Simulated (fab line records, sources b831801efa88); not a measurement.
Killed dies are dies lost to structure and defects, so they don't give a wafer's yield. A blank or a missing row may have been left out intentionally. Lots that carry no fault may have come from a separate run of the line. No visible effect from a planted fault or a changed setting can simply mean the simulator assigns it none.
A lot that was struck, set against a sound lot ; flow sky130 ; 17 out of 708 route steps
Sound: wafers L110.2, L110.3, L110.5. Struck: wafers L113.1, L113.2, L113.5. At the end, the cause is stated.
Per side, at each step with rows, come the tool, then ch with its chambers, and then its first start. Under that, the readings that differ: sound wafers ; struck wafers ; difference of the means ; sigmas: that difference in standard deviations of wafers without a fault.
alike: words and numbers the same on both sides, and readings whose means are apart by under 2 such deviations; not compared: readings that were withheld, readings missing a value for some wafer, numbers with overlapping values and no deviation given by the record, and bounds like >300 which may hide the same value.
The two part at a step that has a row with sigmas, a row that says differs or no value, or rows on one side only. When numbers do not overlap yet have no deviation, they are printed without sigmas and do not part them. A reading that every wafer of one side lacks parts them only if that side has two wafers or more.

SKY_METAL4_SPUTTER_04: material TiN, target thk 70 nm, time 58.3 s.
  sound: pvd sputter-01 at day 42 13:36; struck: pvd sputter-01 at day 42 23:01
  alike: throttle valve pct
SKY_CAP2M_CVD_00: deposits SiO2, target thk 15.5 nm.
  sound on pecvd-01 ch 0,1, day 42 13:39; struck on pecvd-02 ch 0,2, day 42 23:04
  alike: heater power outer w, heater power w, rf fwd power W
SKY_CAP2M_THK_MEAS_01:
  sound: film metro-01 at day 42 13:41; struck: film metro-02 at day 42 23:05
  alike: CAP2M_CVD_00_THK
SKY_CAP2M_SPUTTER_02: material TiN, target thk 200 nm, time 166.7 s.
  sound: pvd sputter-04 at day 42 13:44; struck: pvd sputter-03 at day 42 23:08
  alike: throttle valve pct
SKY_CAP2M_RS_MEAS_03: measurement is done with a four-point probe.
  sound: film metro-02 at day 42 13:52; struck: film metro-04 at day 42 23:15
  alike: CAP2M_TIN_RS
SKY_CAP2M_THK_MEAS_04: measures by xrf.
  sound: film metro-02 at day 42 13:58; struck: film metro-04 at day 42 23:22
  alike: CAP2M_TIN_THK
then, 6 steps without rows for these wafers: SKY_CAP2M_DEHYDRATE_05 (time 60 s); SKY_CAP2M_HMDS_06 (prime time 60 s); SKY_CAP2M_COAT_07 (resist thk 1140 nm); SKY_CAP2M_SOFTBAKE_08 (time 60 s); SKY_CAP2M_EXPOSE_09 (exposes mask CAP2M, target cd 1000 nm); SKY_CAP2M_PEB_10.
SKY_CAP2M_DEVELOP_11: develop time 60 s.
  sound on litho track-01 ch 0, day 43 13:01; struck on litho track-01 ch 0, day 43 22:20
SKY_CAP2M_OVL_MEAS_12:
  sound: overlay-02 at day 43 13:08; struck: overlay-01 at day 43 22:29
  alike: CAP2M_OVL
SKY_CAP2M_METAL_ETCH_13: etches TiN in Cl2/BCl3, stops on SiO2, target depth 220 nm, time 62.9 s.
  sound on rie metal-04 ch 0,1, day 43 13:10; struck on rie metal-03 ch 0,1, day 43 22:31
reading;sound;struck;difference;sigmas
model.CAP2M.cd nm (nm);999.5 998.3 999.3;1010 1009 1007;+10;
  alike: bcl3 flow sccm, drypump motor current A, oes product au, rf fwd power W, throttle valve pct
  not compared: rf hours counter h
SKY_CAP2M_STRIP_14: strips in O2/N2.
  sound on plasma asher-02 ch 0,1, day 43 13:14; struck on plasma asher-01 ch 0,1, day 43 22:35
  alike: drypump motor current A, oes product au, strip time to endpoint s
  not compared: rf hours counter h
SKY_PAD_OPEN_PROBE_99:
  rows exist in the record for the sound wafers here (prober-01, day 48 05:38), none for the struck ones

== WHERE THEY PART ==
SKY_PAD_OPEN_PROBE_99 only, going by this record.

WHY: whatever the simulator had introduced
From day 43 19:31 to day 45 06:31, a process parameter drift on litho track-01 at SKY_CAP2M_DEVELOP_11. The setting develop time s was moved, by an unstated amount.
